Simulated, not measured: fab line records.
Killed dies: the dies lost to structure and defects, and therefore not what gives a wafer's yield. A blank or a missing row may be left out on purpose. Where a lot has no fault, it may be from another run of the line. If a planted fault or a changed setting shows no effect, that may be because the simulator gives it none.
fab line records	flow gf180mcu
record lots=5	wafers=15	last-day=34
route steps=602 shown HV_LDD@227 NSD@235 PSD@248 PASSIVATION@602
lots that met no fault: from a run of the same line without faults
start-h: the number of hours between the record's first day and the start of the first shown wafer of the lot	wait-h: time in hours since the lot's previous step	" repeats the value in the row above	L1.1+2: a single row standing in for several wafers	- no value, or no start was given	* or withheld: withheld	< > ~ a bound
route shown NAME@n: NAME is a module with steps in the file, n the number in the route of the first one	usual: mean/standard deviation taken from wafers without a fault	same: alike in all rows	chamber/n: place in a boat	sites: the reading at each site	_std_site: the standard deviation of these	_edge_site: mean of outer sites minus mean of inner sites	radius-mm: how far each site lies from the wafer's centre	mask NAME#n: copy n	behind: the last tool/chamber to shape the wafer	hold: why the lot was held/for how many hours/how that ended	device: transistor that didn't switch, given as n, p or np	end of line: at the end of the route, the tests of the same wafers	for a step that has no rows: nothing shown but its recipe	killed: dies lost to structure and defects at the first sort, not the wafer's yield	map: shows each die of a wafer: x if killed, . if not, _ if none is there
set.NAME: setting as actually run; set.NAME@STEP: the setting as run at that earlier step	model.NAME: the simulator's own value behind a step, which no gauge read
lots seen at some steps along the route; tables by step, rows by wafer
services: a tool's chamber out of use, with start hour (start-h, from the record's first day; less than 0 if before it), hours out, and reason
## steps
# step GF_HV_LDD_CLEAN_51
# recipe chemistry=SC1/SC2	mix=1:4:20	temp-c=70	time-s=150	dry=n2-spin
# step GF_HV_LDD_RTA_52
# recipe temp-c=1000	time-s=10	ambient=N2
# usual anneal-temp-c-max=1005.5/0.92	chamber-o2-ppm=2.005/0.021	lamp-power-pct=28/5.7	wafer_temp_C_max=1003.8/0.99
lot.wafer	tool	chamber	start-h	wait-h	anneal-temp-c-max	chamber-o2-ppm	lamp-power-pct	wafer_temp_C_max
L406.3	rtp-anneal-01	0	277.72	0.0	1005.5	2.004	36	1002.0
L406.4	"	0	"	"	1004.8	2.034	37	1001.7
L406.5	"	0	"	"	1005.6	1.968	36	1003.7
L411.1	rtp-anneal-02	0	318.15	0.0	1006.2	2.013	24	1003.1
L411.3	"	0	"	"	1007.9	2.044	24	1004.8
L411.5	"	0	"	"	1005.3	2.014	24	1004.8
L421.1	rtp-anneal-02	0	402.67	0.0	1005.4	2.039	24	1003.8
L421.2	"	0	"	"	1006.4	2.031	24	1004.3
L421.4	"	0	"	"	1005.4	1.965	24	1004.1
L423.1	rtp-anneal-01	0	415.15	0.0	1005.4	2.025	36	1001.8
L423.2	"	0	"	"	1004.9	2.005	36	1003.3
L423.6	"	0	"	"	1005.7	2.003	37	1003.1
L427.2	rtp-anneal-01	0	451.56	0.0	1005.8	1.993	36	1003.3
L427.4	"	0	"	"	1005.8	2.020	36	1002.5
L427.5	"	0	"	"	1006.2	2.010	36	1001.0
# step GF_HV_LDD_RS_MEAS_53
# recipe thk-meas-gauge=four-point-probe
# usual HV_LDD_RS=418.4/0.9
lot.wafer	tool	chamber	start-h	wait-h	HV_LDD_RS[ohm/sq]
L406.3	film-metro-03	-	277.80	0.1	417.3
L406.4	"	-	"	"	417.7
L406.5	"	-	"	"	418.1
L411.1	film-metro-04	-	318.22	0.1	418.9
L411.3	"	-	"	"	419.0
L411.5	"	-	"	"	418.5
L421.1	film-metro-01	-	402.74	0.1	417.7
L421.2	"	-	"	"	416.8
L421.4	"	-	"	"	418.1
L423.1	film-metro-01	-	415.22	0.1	419.8
L423.2	"	-	"	"	419.1
L423.6	"	-	"	"	419.8
L427.2	film-metro-03	-	451.63	0.1	417.3
L427.4	"	-	"	"	417.6
L427.5	"	-	"	"	417.5
# step GF_HV_LDD_CVD_54
# recipe material=SiO2	target-thk-nm=10	precursor=TEOS	temp-c=680	time-s=75	pressure-mtorr=400
# step GF_HV_LDD_THK_MEAS_55
# recipe reads=SiO2_of_HV_LDD_CVD_54
# usual HV_LDD_CVD_54_THK=10.01/0.12
lot.wafer	tool	chamber	start-h	wait-h	HV_LDD_CVD_54_THK[nm]
L406.3	film-metro-03	-	279.43	0.0	9.89
L406.4	"	-	"	"	9.85
L406.5	"	-	"	"	10.02
L411.1	film-metro-04	-	319.36	0.0	10.08
L411.3	"	-	"	"	10.14
L411.5	"	-	"	"	10.01
L421.1	film-metro-04	-	403.88	0.0	10.02
L421.2	"	-	"	"	10.09
L421.4	"	-	"	"	9.94
L423.1	film-metro-04	-	417.64	0.0	10.17
L423.2	"	-	"	"	10.28
L423.6	"	-	"	"	10.26
L427.2	film-metro-04	-	452.76	0.0	10.04
L427.4	"	-	"	"	9.99
L427.5	"	-	"	"	10.12
# step GF_HV_LDD_CVD_56
# recipe material=Si3N4	precursor=DCS/NH3	target-thk-nm=90	temp-c=770	time-s=1543	pressure-mtorr=250
# step GF_HV_LDD_THK_MEAS_57
# recipe reads=Si3N4_of_HV_LDD_CVD_56
# usual HV_LDD_CVD_56_THK=90.4/0.76
lot.wafer	tool	chamber	start-h	wait-h	HV_LDD_CVD_56_THK[nm]
L406.3	film-metro-01	-	280.92	0.0	89.0
L406.4	"	-	"	"	88.9
L406.5	"	-	"	"	89.7
L411.1	film-metro-04	-	321.56	0.0	90.4
L411.3	"	-	"	"	90.5
L411.5	"	-	"	"	90.1
L421.1	film-metro-04	-	405.37	0.0	90.4
L421.2	"	-	"	"	90.9
L421.4	"	-	"	"	90.6
L423.1	film-metro-03	-	419.12	0.0	89.8
L423.2	"	-	"	"	89.8
L423.6	"	-	"	"	89.7
L427.2	film-metro-04	-	455.21	0.0	90.7
L427.4	"	-	"	"	90.4
L427.5	"	-	"	"	90.6
# step GF_HV_LDD_ETCHBACK_58
# recipe chemistry=CH3F/O2	target=Si3N4	stop-on=SiO2	source-w=400	bias-w=80	pressure-mtorr=25	ch3f-flow-sccm=40	O2_flow_sccm=30	time-s=100	target-depth-a=900
# usual bias-w=80.01/0.24	ch3f-flow-sccm=40.02/0.12	drypump-motor-current-A=5.6/0.39	oes-product-au=0.846/0.0062	throttle-valve-pct=10.561/0.0094
lot.wafer	tool	chamber	start-h	wait-h	bias-w	ch3f-flow-sccm	drypump-motor-current-A	oes-product-au	rf-hours-counter-h	throttle-valve-pct
L406.3	rie-diel-04	2	280.96	0.0	80.08	39.89	5.7	0.840	113	10.574
L406.4	"	2	"	"	80.30	39.86	5.7	0.835	-	10.557
L406.5	"	3	"	"	80.08	39.88	5.7	0.843	-	10.561
L411.1	rie-diel-04	3	321.62	0.1	79.44	40.18	5.7	0.839	100	10.545
L411.3	"	2	"	"	80.17	40.17	5.7	0.845	114	10.552
L411.5	"	3	"	"	80.02	40.09	5.6	0.841	-	10.567
L421.1	rie-diel-02	2	405.43	0.1	80.23	40.07	5.4	0.844	89	10.542
L421.2	"	1	"	"	79.77	39.91	5.5	0.861	2	10.567
L421.4	"	3	"	"	79.92	40.00	6.6	0.846	3	10.553
L423.1	rie-diel-03	2	419.18	0.1	80.18	40.08	5.8	0.839	20	10.562
L423.2	"	0	"	"	80.13	40.14	5.8	0.844	56	10.564
L423.6	"	0	"	"	79.96	40.24	5.8	0.851	-	10.557
L427.2	rie-diel-03	2	455.26	0.0	80.34	39.91	5.8	0.852	22	10.568
L427.4	"	3	"	"	80.00	40.34	5.7	0.853	-	10.566
L427.5	"	0	"	"	80.18	40.13	5.8	0.846	-	10.546
# step GF_NSD_DEHYDRATE_00
# recipe temp-c=200	time-s=60
# step GF_NSD_HMDS_01
# recipe prime-time-s=60	prime-temp-c=120
# step GF_NSD_COAT_02
# recipe resist=NOVOLAK	spin-rpm=3000	resist-thk-nm=1000
# step GF_NSD_SOFTBAKE_03
# recipe temp-c=90	time-s=60	resist=NOVOLAK
# step GF_NSD_EXPOSE_04
# recipe mask-id=Nplus	target-cd-nm=400	na=0.6	source-shape=conventional	sigma-outer=0.6	dose-mj=140
lot.wafer	tool	chamber	start-h	wait-h	mask
L406.3+4+5	iline-stepper-02	0	290.80	-	Nplus#0
L411.1+3+5	iline-stepper-01	0	332.16	-	Nplus#0
L421.1+2+4	iline-stepper-02	0	417.55	-	Nplus_HV_AREA#0
L423.1+2+6	iline-stepper-02	0	430.78	-	Nplus#0
L427.2+4+5	iline-stepper-02	0	468.08	-	Nplus#0
# step GF_NSD_PEB_05
# recipe temp-c=withheld	time-s=*	resist=NOVOLAK
# step GF_NSD_DEVELOP_06
# recipe develop-time-s=60	dev-temp-c=23
# step GF_NSD_CD_MEAS_07
# recipe target-cd-nm=400
# usual cd-nm=400.6/2.2
lot.wafer	tool	chamber	start-h	wait-h	cd-nm
L406.3	cd-sem-01	-	300.78	0.1	401.7
L406.4	"	-	"	"	401.8
L406.5	"	-	"	"	402.7
L411.1	cd-sem-02	-	341.90	0.1	400.7
L411.3	"	-	"	"	399.6
L411.5	"	-	"	"	401.3
L421.1	cd-sem-02	-	428.70	0.1	-
L421.2	"	-	"	"	-
L421.4	"	-	"	"	-
L423.1	cd-sem-01	-	442.90	0.1	397.9
L423.2	"	-	"	"	396.0
L423.6	"	-	"	"	396.0
L427.2	cd-sem-01	-	479.74	0.1	402.9
L427.4	"	-	"	"	401.0
L427.5	"	-	"	"	402.1
# step GF_NSD_OVL_MEAS_08
# usual NSD_OVL=0.2/1.5
lot.wafer	tool	chamber	start-h	wait-h	NSD_OVL[nm]
L406.3	overlay-02	-	300.87	0.1	-0.8
L406.4	"	-	"	"	1.1
L406.5	"	-	"	"	0.5
L411.1	overlay-01	-	342.02	0.1	1.7
L411.3	"	-	"	"	0.9
L411.5	"	-	"	"	1.2
L421.1	overlay-01	-	428.82	0.1	-
L421.2	"	-	"	"	-
L421.4	"	-	"	"	-
L423.1	overlay-01	-	443.02	0.1	-1.4
L423.2	"	-	"	"	-0.2
L423.6	"	-	"	"	-3.7
L427.2	overlay-02	-	479.85	0.1	1.0
L427.4	"	-	"	"	2.3
L427.5	"	-	"	"	2.0
# step GF_NSD_IMPLANT_09
# recipe species=As	energy-kev=60	dose-cm2=4e+15	tilt-deg=7
# step GF_NSD_IMPLANT_10
# recipe species=P	energy-kev=40	dose-cm2=5e+14	tilt-deg=7
# step GF_NSD_STRIP_11
# recipe chemistry=O2/N2	power-w=1400	pressure-mtorr=1500	platen-temp-c=250	o2-flow-sccm=3000	n2-flow-sccm=308.1	overash-fraction=0.5
# usual drypump-motor-current-A=5.7/0.53	heater-power-w=330/30	oes-product-au=0.486/0.0043	strip-time-to-endpoint-s=22.95/0.046
lot.wafer	tool	chamber	start-h	wait-h	drypump-motor-current-A	heater-power-w	oes-product-au	rf-hours-counter-h	strip-time-to-endpoint-s
L406.3	plasma-asher-03	0	301.23	0.1	5.5	288	0.487	-	22.91
L406.4	"	1	"	"	6.4	346	0.493	-	22.95
L406.5	"	0	"	"	5.6	286	0.483	-	22.94
L411.1	plasma-asher-03	0	342.35	0.1	5.6	288	0.483	77	22.89
L411.3	"	0	"	"	5.6	290	0.495	-	22.91
L411.5	"	1	"	"	6.4	332	0.485	-	22.88
L421.1	plasma-asher-02	0	429.16	0.1	5.4	337	0.483	34	23.03
L421.2	"	1	"	"	5.7	368	0.482	34	23.02
L421.4	"	0	"	"	5.3	339	0.486	-	22.98
L423.1	plasma-asher-01	0	443.35	0.1	4.7	368	0.498	65	22.96
L423.2	"	1	"	"	6.0	324	0.485	65	22.95
L423.6	"	0	"	"	4.7	360	0.485	-	23.00
L427.2	plasma-asher-03	1	480.18	0.1	6.4	338	0.489	6	22.90
L427.4	"	1	"	"	6.4	328	0.483	-	22.84
L427.5	"	1	"	"	6.4	334	0.486	-	22.88
# step GF_NSD_TW_MEAS_12
# usual NSD_TW=4266/30
lot.wafer	tool	chamber	start-h	wait-h	NSD_TW
L406.3	film-metro-04	-	301.31	0.1	4298
L406.4	"	-	"	"	4317
L406.5	"	-	"	"	4293
L411.1	film-metro-02	-	342.45	0.1	4261
L411.3	"	-	"	"	4233
L411.5	"	-	"	"	4230
L421.1	film-metro-02	-	429.26	0.1	30
L421.2	"	-	"	"	30
L421.4	"	-	"	"	30
L423.1	film-metro-02	-	443.45	0.1	4259
L423.2	"	-	"	"	4260
L423.6	"	-	"	"	4240
L427.2	film-metro-02	-	480.29	0.1	4252
L427.4	"	-	"	"	4222
L427.5	"	-	"	"	4236
# step GF_PSD_DEHYDRATE_00
# recipe temp-c=200	time-s=60
# step GF_PASSIVATION_PROBE_99
lot.wafer	tool	chamber	start-h	wait-h	model.etest.nmos_3p3_sab.r-on-ohm-um	model.etest.nldd_6p0.line-ohm-um	model.etest.nmos_3p3.r-on-ohm-um	model.etest.nplus-u.line-ohm-um	model.etest.nldd_6p0.rs-ohm-sq	model.etest.nplus-u.rs-ohm-sq	model.etest.contact-nplus.end-ohm-um	model.etest.nmos_3p3_sab.drive-ua-um
L406.3	prober-01	-	674.60	0.2	1834	4611	1703	200.6	1413	59.49	13.21	475
L406.4	prober-01	-	674.65	0.2	1819	4624	1687	202.5	1392	59.49	13.2	478.4
L406.5	prober-01	-	674.70	0.2	1862	4637	1721	197.4	1399	59.82	13.06	476.4
L411.1	prober-01	-	712.61	0.1	1770	4628	1622	199.1	1380	59.8	12.9	507.6
L411.3	prober-01	-	712.71	0.2	1752	4545	1613	197.4	1372	59.52	12.89	506.5
L411.5	prober-01	-	712.81	0.2	1732	4642	1606	199.9	1377	59.16	13.23	512.2
L421.1	prober-02	-	781.82	0.1	6585	197.4	4467	2413	59.26	724.6	484.4	203.8
L421.2	prober-02	-	781.87	0.1	6526	199.9	4471	2382	59.44	722.6	485.3	207.2
L421.4	prober-02	-	781.97	0.2	6498	199.5	4432	2414	59.51	722	486.4	206.5
L423.1	prober-01	-	788.91	0.1	1846	4648	1721	197.8	1397	60.13	12.98	493.6
L423.2	prober-01	-	788.96	0.1	1848	4755	1689	201.3	1398	60.58	12.77	490.2
L423.6	prober-01	-	789.16	0.2	1829	4635	1687	198.5	1392	60.16	13.34	487.6
L427.2	prober-01	-	811.04	0.1	1806	4688	1680	203.2	1403	59.73	13.18	497.9
L427.4	prober-01	-	811.14	0.2	1832	4718	1679	202.6	1410	59.91	12.85	489.6
L427.5	prober-01	-	811.19	0.2	1814	4721	1674	203.4	1410	60.68	13.28	493.1
# killed by level:class
L406.3 V1:geometric-particle:open=7 CONTACT:geometric-particle:open=5 M5:geometric-particle:short=5 V2:geometric-particle:open=4 V4:geometric-particle:open=4 STI:geometric-particle:short=3 CONTACT:geometric-particle:short=3 SALICIDE:geometric-particle:open=2
L406.4 V1:geometric-particle:open=7 V4:geometric-particle:open=5 V3:geometric-particle:open=4 CONTACT:geometric-particle:open=3 V2:geometric-particle:open=3 V3:geometric-particle:short=3 STI:geometric-particle:short=2 V2:geometric-particle:short=2
L406.5 V3:geometric-particle:open=10 V4:geometric-particle:open=9 V1:geometric-particle:open=4 V2:geometric-particle:open=4 V4:geometric-particle:short=4 STI:geometric-particle:open=3 CONTACT:geometric-particle:open=3 V1:geometric-particle:short=3
L411.1 V2:geometric-particle:short=5 STI:geometric-particle:open=4 V3:geometric-particle:short=4 STI:geometric-particle:short=3 POLY_GATE:geometric-particle:open=3 V3:geometric-particle:open=3 V2:geometric-particle:open=3 V5:geometric-particle:open=3
L411.3 CONTACT:geometric-particle:open=5 STI:geometric-particle:open=4 V4:geometric-particle:open=3 M5:geometric-particle:short=3 V5:geometric-particle:short=3 POLY_GATE:geometric-particle:short=2 SALICIDE:geometric-particle:open=2 M1:geometric-particle:open=2
L411.5 V1:geometric-particle:open=5 CONTACT:geometric-particle:open=3 HV_LDD:geometric-particle:short=2 CONTACT:geometric-particle:short=2 M2:geometric-particle:short=2 V2:geometric-particle:short=2 V3:geometric-particle:open=2 M4:geometric-particle:short=2
L423.1 V2:geometric-particle:short=7 V2:geometric-particle:open=6 V1:geometric-particle:open=5 CONTACT:geometric-particle:open=4 V3:geometric-particle:open=4 V4:geometric-particle:open=4 V1:geometric-particle:short=3 STI:geometric-particle:short=2
L423.2 V1:geometric-particle:open=7 V2:geometric-particle:open=7 V5:geometric-particle:open=7 M2:geometric-particle:short=4 V4:geometric-particle:short=4 STI:geometric-particle:short=3 CONTACT:geometric-particle:open=3 V3:geometric-particle:open=3
L423.6 V4:geometric-particle:open=6 CONTACT:geometric-particle:open=5 V5:geometric-particle:open=5 STI:geometric-particle:open=3 V1:geometric-particle:open=3 V2:geometric-particle:open=3 V3:geometric-particle:open=3 POLY_GATE:geometric-particle:open=2
L427.2 V3:geometric-particle:open=8 V2:geometric-particle:open=5 V4:geometric-particle:open=5 M2:geometric-particle:short=4 V4:geometric-particle:short=4 STI:geometric-particle:short=3 M1:geometric-particle:short=3 V2:geometric-particle:short=3
L427.4 V3:geometric-particle:open=4 CONTACT:geometric-particle:open=3 V4:geometric-particle:short=3 V1:geometric-particle:open=3 V2:geometric-particle:open=3 V5:geometric-particle:short=3 CONTACT:geometric-particle:short=2 V3:geometric-particle:short=2
L427.5 V2:geometric-particle:open=6 V1:geometric-particle:short=5 V3:geometric-particle:open=5 V5:geometric-particle:open=5 M1:geometric-particle:short=4 V4:geometric-particle:open=4 CONTACT:geometric-particle:open=3 V1:geometric-particle:open=3
## services
tool	chamber	start-h	hours	kind
rie-diel-04	0	279.53	2.8	repair
plasma-asher-03	-	286.57	3.1	repair
rtp-anneal-02	-	288.13	4.1	pm
rtp-anneal-01	-	293.12	0.7	repair
rie-diel-03	0	306.52	5.0	repair
rie-diel-03	-	321.02	0.9	repair
plasma-asher-01	-	325.77	2.8	pm
rtp-anneal-01	-	331.99	5.1	pm
rie-diel-03	2	347.74	3.1	repair
rie-diel-04	2	351.80	3.2	repair
rie-diel-04	0	354.47	18.6	repair
rie-diel-02	3	356.18	6.9	repair
iline-stepper-01	-	375.58	1.7	pm
rie-diel-02	-	375.73	0.9	repair
rie-diel-03	0	381.19	1.5	repair
iline-stepper-02	-	392.69	2.1	pm
rie-diel-04	-	395.45	14.6	pm
rtp-anneal-01	-	397.73	1.7	repair
iline-stepper-01	-	417.81	7.9	repair
rie-diel-03	-	419.70	1.0	repair
plasma-asher-03	-	421.25	9.0	pm
rie-diel-03	1	446.61	9.8	repair
iline-stepper-02	-	449.00	1.7	pm
plasma-asher-01	-	465.10	15.9	pm
## key
first-sign step=GF_NSD_EXPOSE_04	reading=mask	direction=changed
effect step=GF_NSD_CD_MEAS_07	reading=cd-nm	direction=missing
effect step=GF_NSD_OVL_MEAS_08	reading=NSD_OVL	direction=missing
effect step=GF_NSD_TW_MEAS_12	reading=NSD_TW	direction=down	sigmas=99+	usual=4266	struck=30
model-effect step=GF_PASSIVATION_PROBE_99	value=etest.nmos_3p3_sab.r-on-ohm-um	without=1754	struck=6537
met-at GF_NSD_EXPOSE_04
struck-wafers L421.1,L421.2,L421.4
sort-left-out L421.1,L421.2,L421.4
tester-left-out L421
onset-between 290.80 417.55
fault kind=wrong-mask	tool=any	chamber=-	onset-h=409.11	steps=GF_NSD_EXPOSE_04	aux-copy=Nplus_HV_AREA#0	scope=struck-lots-only
# tester-left-out: of these lots the tester's yield and bins aren't shown, on N5 and GAA mostly nor the transistor test; their killed dies are dies lost to structure and defects alone, not to doping, threshold or leakage, so they don't give the yield
# sort-left-out: the simulated sort isn't trusted on such a fault, so these wafers' sort isn't shown, and their yield isn't known
